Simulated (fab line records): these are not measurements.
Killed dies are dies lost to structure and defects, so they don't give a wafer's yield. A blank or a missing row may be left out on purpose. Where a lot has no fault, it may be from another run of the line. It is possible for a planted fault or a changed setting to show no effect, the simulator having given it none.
Matching of chambers    flow sky130    3 sister chambers for SKY_CAPM_CVD_00 on pecvd-03
The step deposits SiO2, target thk 15.5 nm. 6 wafers are shown with their chamber, then 10 later ones without.

WAFERS, EACH WITH ITS CHAMBER
wafer   chamber  heater power w (W)
L085.5  2        813
L090.1  1        906
L090.2  0        703
L090.3  2        774
L090.4  1        865
L090.5  0        690

WAFERS WITH NO CHAMBER GIVEN
wafer   heater power w (W)
L090.6  790
L094.1  1018
L094.3  699
L094.5  658
L097.1  709
L097.2  793
L097.3  803
L097.4  706
L097.5  723
L097.6  792

WHICH CHAMBER EACH ONE RAN IN
wafer    from the rows above       in truth
L090.6   2                         2
L094.1   1                         1
L094.3   0                         0
L094.5   0                         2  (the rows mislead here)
L097.1   0                         0
L097.2   2                         2
L097.3   2                         2
L097.4   0                         0
L097.5   can't be placed: 0 or 2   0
L097.6   2                         2
Correctly placed: 8 of 10. Not placeable from these rows: 1 (in 1, the candidates include the true chamber). Number placed wrongly: 1.
How it was worked out, from the rows above alone: a wafer's distance from a chamber is the root of the sum, over the readings, of the square of ((its reading less the chamber's mean) divided by the reading's scatter). The wafer belongs to the nearest chamber; if the next one is less than 2 further off, it can't be placed. A chamber's mean is the mean of its shown wafers. How the scatter is found: for the shown wafers, subtract from each reading the mean of its chamber, square and add these, divide the total by (wafers less chambers), then take the root.
